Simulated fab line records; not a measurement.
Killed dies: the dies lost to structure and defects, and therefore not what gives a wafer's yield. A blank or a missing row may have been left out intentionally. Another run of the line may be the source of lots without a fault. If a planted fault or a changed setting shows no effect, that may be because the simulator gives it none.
The tool behind it: which one? || flow sfq_line || Sampling: 11 lots, 33 wafers, 4 of 325 route steps

WHAT THE GAUGES SHOWED, per wafer
SFQ_I2_OVL_MEAS_918.
{"lot": "L603", "measured": "day 26 09:50", "on": "overlay-01", "I2_OVL (nm)": "-8 -7 -11"}
{"lot": "L604", "measured": "day 27 00:25", "on": "overlay-01", "I2_OVL (nm)": "-9 -9 -8"}
{"lot": "L605", "measured": "day 27 07:37", "on": "overlay-01", "I2_OVL (nm)": "-9 1 -10"}
{"lot": "L606", "measured": "day 27 19:36", "on": "overlay-01", "I2_OVL (nm)": "8 9 8"}
{"lot": "L607", "measured": "day 28 01:25", "on": "overlay-02", "I2_OVL (nm)": "3 -1 1"}
{"lot": "L614", "measured": "day 31 14:17", "on": "overlay-02", "I2_OVL (nm)": "7 4 3"}
{"lot": "L616", "measured": "day 31 22:40", "on": "overlay-02", "I2_OVL (nm)": "-2 -3 -1"}
{"lot": "L619", "measured": "day 32 19:13", "on": "overlay-01", "I2_OVL (nm)": "5 2 0"}
{"lot": "L621", "measured": "day 33 13:12", "on": "overlay-02", "I2_OVL (nm)": "-4 3 0"}
{"lot": "L623", "measured": "day 34 07:20", "on": "overlay-01", "I2_OVL (nm)": "3 5 4"}
{"lot": "L625", "measured": "day 34 22:35", "on": "overlay-02", "I2_OVL (nm)": "-3 -4 -4"}

SFQ_M4_RS_MEAS_924: a four-point-probe measurement.
{"lot": "L603", "measured": "day 27 18:42", "on": "film_metro-01", "M4_NB_RS (ohm/sq)": "0.900 0.905 0.890"}
{"lot": "L604", "measured": "day 28 06:26", "on": "film_metro-04", "M4_NB_RS (ohm/sq)": "0.896 0.893 0.895"}
{"lot": "L605", "measured": "day 28 17:02", "on": "film_metro-02", "M4_NB_RS (ohm/sq)": "0.883 0.884 0.890"}
{"lot": "L606", "measured": "day 34 04:01", "on": "film_metro-02", "M4_NB_RS (ohm/sq)": "0.889 0.887 0.879"}
{"lot": "L607", "measured": "day 34 13:59", "on": "film_metro-02", "M4_NB_RS (ohm/sq)": "0.909 0.899 0.909"}
{"lot": "L614", "measured": "day 38 17:59", "on": "film_metro-04", "M4_NB_RS (ohm/sq)": "0.893 0.884 0.888"}
{"lot": "L616", "measured": "day 39 01:10", "on": "film_metro-04", "M4_NB_RS (ohm/sq)": "0.879 0.878 0.875"}
{"lot": "L619", "measured": "day 40 03:11", "on": "film_metro-04", "M4_NB_RS (ohm/sq)": "0.884 0.900 0.895"}
{"lot": "L621", "measured": "day 40 21:22", "on": "film_metro-02", "M4_NB_RS (ohm/sq)": "0.895 0.886 0.893"}
{"lot": "L623", "measured": "day 41 12:25", "on": "film_metro-02", "M4_NB_RS (ohm/sq)": "0.894 0.884 0.896"}
{"lot": "L625", "measured": "day 41 19:07", "on": "film_metro-04", "M4_NB_RS (ohm/sq)": "0.893 0.893 0.895"}

WHICH TOOL RAN EACH LOT (tool, then ch and the chambers of the sampled wafers, then the start)
{"lot": "L603", "SFQ_TRILAYER_INCOMING_OXIDATION_002": "furnace-02 ch 0, day 1 10:07", "SFQ_TRILAYER_I0_METRO_MEASURE_029": "film_metro-03, day 8 18:41"}
{"lot": "L604", "SFQ_TRILAYER_INCOMING_OXIDATION_002": "furnace-01 ch 0, day 1 15:07", "SFQ_TRILAYER_I0_METRO_MEASURE_029": "film_metro-03, day 9 03:03"}
{"lot": "L605", "SFQ_TRILAYER_INCOMING_OXIDATION_002": "furnace-02 ch 0, day 1 20:07", "SFQ_TRILAYER_I0_METRO_MEASURE_029": "film_metro-01, day 9 12:03"}
{"lot": "L606", "SFQ_TRILAYER_INCOMING_OXIDATION_002": "furnace-01 ch 0, day 2 01:07", "SFQ_TRILAYER_I0_METRO_MEASURE_029": "film_metro-03, day 9 16:17"}
{"lot": "L607", "SFQ_TRILAYER_INCOMING_OXIDATION_002": "furnace-02 ch 0, day 2 06:07", "SFQ_TRILAYER_I0_METRO_MEASURE_029": "film_metro-03, day 9 22:06"}
{"lot": "L614", "SFQ_TRILAYER_INCOMING_OXIDATION_002": "furnace-01 ch 0, day 3 17:07", "SFQ_TRILAYER_I0_METRO_MEASURE_029": "film_metro-03, day 13 00:04"}
{"lot": "L616", "SFQ_TRILAYER_INCOMING_OXIDATION_002": "furnace-01 ch 0, day 4 03:07", "SFQ_TRILAYER_I0_METRO_MEASURE_029": "film_metro-03, day 13 05:52"}
{"lot": "L619", "SFQ_TRILAYER_INCOMING_OXIDATION_002": "furnace-02 ch 0, day 4 18:13", "SFQ_TRILAYER_I0_METRO_MEASURE_029": "film_metro-03, day 13 19:10"}
{"lot": "L621", "SFQ_TRILAYER_INCOMING_OXIDATION_002": "furnace-02 ch 0, day 5 04:07", "SFQ_TRILAYER_I0_METRO_MEASURE_029": "film_metro-03, day 14 09:46"}
{"lot": "L623", "SFQ_TRILAYER_INCOMING_OXIDATION_002": "furnace-02 ch 0, day 5 14:07", "SFQ_TRILAYER_I0_METRO_MEASURE_029": "film_metro-01, day 15 00:16"}
{"lot": "L625", "SFQ_TRILAYER_INCOMING_OXIDATION_002": "furnace-02 ch 0, day 6 00:07", "SFQ_TRILAYER_I0_METRO_MEASURE_029": "film_metro-03, day 15 14:18"}
- SFQ_TRILAYER_INCOMING_OXIDATION_002: target thk 500 nm, ox time 4939 s.
- SFQ_TRILAYER_I0_METRO_MEASURE_029

WHAT THE TOOLS THEMSELVES READ (means of the sampled wafers that have a number; where no wafer has one, the mark that the record gives instead)
SFQ_TRILAYER_INCOMING_OXIDATION_002.
{"lot": "L603", "tool": "furnace-02", "spike_tc_bottom_C (C)": 1017.6, "spike_tc_centre_C (C)": 999.5, "spike_tc_lower_C (C)": 1000.1, "spike_tc_upper_C (C)": 999.6, "tube_center_temp_C (C)": 1000, "tube_center_temp_C_max": 1002.5}
{"lot": "L604", "tool": "furnace-01", "spike_tc_bottom_C (C)": 1013.1, "spike_tc_centre_C (C)": 1001.8, "spike_tc_lower_C (C)": 1000.1, "spike_tc_upper_C (C)": 999.8, "tube_center_temp_C (C)": 1000, "tube_center_temp_C_max": 1002.6}
{"lot": "L605", "tool": "furnace-02", "spike_tc_bottom_C (C)": 1018.3, "spike_tc_centre_C (C)": 1000.3, "spike_tc_lower_C (C)": 1000.0, "spike_tc_upper_C (C)": 1000.1, "tube_center_temp_C (C)": 1000, "tube_center_temp_C_max": 1002.5}
{"lot": "L606", "tool": "furnace-01", "spike_tc_bottom_C (C)": 1013.4, "spike_tc_centre_C (C)": 1000.6, "spike_tc_lower_C (C)": 1000.7, "spike_tc_upper_C (C)": 1001.8, "tube_center_temp_C (C)": 1000, "tube_center_temp_C_max": 1003.1}
{"lot": "L607", "tool": "furnace-02", "spike_tc_bottom_C (C)": 1018.7, "spike_tc_centre_C (C)": 999.4, "spike_tc_lower_C (C)": 999.4, "spike_tc_upper_C (C)": 998.8, "tube_center_temp_C (C)": 1000, "tube_center_temp_C_max": 1002.1}
{"lot": "L614", "tool": "furnace-01", "spike_tc_bottom_C (C)": 1004.6, "spike_tc_centre_C (C)": 992.3, "spike_tc_lower_C (C)": 990.7, "spike_tc_upper_C (C)": 991.1, "tube_center_temp_C (C)": 991, "tube_center_temp_C_max": 993.3}
{"lot": "L616", "tool": "furnace-01", "spike_tc_bottom_C (C)": 1004.7, "spike_tc_centre_C (C)": 993.4, "spike_tc_lower_C (C)": 992.0, "spike_tc_upper_C (C)": 991.3, "tube_center_temp_C (C)": 991, "tube_center_temp_C_max": 993.4}
{"lot": "L619", "tool": "furnace-02", "spike_tc_bottom_C (C)": 1017.2, "spike_tc_centre_C (C)": 999.8, "spike_tc_lower_C (C)": 1000.5, "spike_tc_upper_C (C)": 999.8, "tube_center_temp_C (C)": 1000, "tube_center_temp_C_max": 1002.7}
{"lot": "L621", "tool": "furnace-02", "spike_tc_bottom_C (C)": 1017.0, "spike_tc_centre_C (C)": 1000.3, "spike_tc_lower_C (C)": 999.2, "spike_tc_upper_C (C)": 999.7, "tube_center_temp_C (C)": 1000, "tube_center_temp_C_max": 1002.2}
{"lot": "L623", "tool": "furnace-02", "spike_tc_bottom_C (C)": 1018.0, "spike_tc_centre_C (C)": 999.0, "spike_tc_lower_C (C)": 999.7, "spike_tc_upper_C (C)": 999.0, "tube_center_temp_C (C)": 1000, "tube_center_temp_C_max": 1002.7}
{"lot": "L625", "tool": "furnace-02", "spike_tc_bottom_C (C)": 1017.6, "spike_tc_centre_C (C)": 999.5, "spike_tc_lower_C (C)": 999.5, "spike_tc_upper_C (C)": 998.6, "tube_center_temp_C (C)": 1000, "tube_center_temp_C_max": 1002.6}

SFQ_TRILAYER_I0_METRO_MEASURE_029.
{"lot": "L603", "tool": "film_metro-03", "thk_nm (nm)": 201.8}
{"lot": "L604", "tool": "film_metro-03", "thk_nm (nm)": 199.2}
{"lot": "L605", "tool": "film_metro-01", "thk_nm (nm)": 199.9}
{"lot": "L606", "tool": "film_metro-03", "thk_nm (nm)": 201.6}
{"lot": "L607", "tool": "film_metro-03", "thk_nm (nm)": 199.0}
{"lot": "L614", "tool": "film_metro-03", "thk_nm (nm)": 200.4}
{"lot": "L616", "tool": "film_metro-03", "thk_nm (nm)": 200.7}
{"lot": "L619", "tool": "film_metro-03", "thk_nm (nm)": 200.4}
{"lot": "L621", "tool": "film_metro-03", "thk_nm (nm)": 200.8}
{"lot": "L623", "tool": "film_metro-01", "thk_nm (nm)": 200.4}
{"lot": "L625", "tool": "film_metro-03", "thk_nm (nm)": 200.2}

THE ANSWER, worked out from the rows above alone
Rule: usual is defined by the lots themselves. Put in order of their means at a reading, lots are off if they are a third of the lots or fewer, leave a main group of 4 or more, and stand apart from it by a gap of 3 or more times the standard deviation of the main group's means; of several such gaps the widest counts. Not used: any main group whose means are identical at the precision the tables above print for the reading. A lot without any number at a reading at which 4 lots or more have one is off too. All remaining lots with rows at the step are treated as sound. The gauges are gone through in route order, then the tools' own readings, and for those a lot's mean is taken as printed above. At the first step where some lot is off, the reading lying furthest off is the one used; lots without a number count as furthest.
Off: L614, L616 (SFQ_TRILAYER_INCOMING_OXIDATION_002, tube_center_temp_C_max). The main group has a mean of 1002.6 with a standard deviation of 0.28.
A tool fits if, at that step or a process step before it, it ran every lot that is off, and no sound lot after the first of them. One fits: SFQ_TRILAYER_INCOMING_OXIDATION_002 on furnace-01. Its last sound lot is L606 (day 2 01:07), its first lot that is off L614 (day 3 17:07): a fault that began between those two fits.
The tool's own readings at SFQ_TRILAYER_INCOMING_OXIDATION_002 bear it out: on the lots that are off they differ by more than 5 times the standard deviation of the sound lots' means. spike_tc_bottom_C reads 1004.7 C there against 1016.8 C on the sound lots; spike_tc_centre_C reads 992.8 C there against 1000.0 C on the sound lots; spike_tc_lower_C reads 991.4 C there against 999.9 C on the sound lots; spike_tc_upper_C reads 991.2 C there against 999.7 C on the sound lots; tube_center_temp_C reads 991 C there against 1000 C on the sound lots; tube_center_temp_C_max reads 993.3 there against 1002.6 on the sound lots.

WHAT HAD BEEN PUT IN BY THE SIMULATOR
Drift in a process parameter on furnace-01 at SFQ_TRILAYER_INCOMING_OXIDATION_002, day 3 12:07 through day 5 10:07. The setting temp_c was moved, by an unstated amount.
Struck lots among those shown: L614, L616. The rule above found the same.
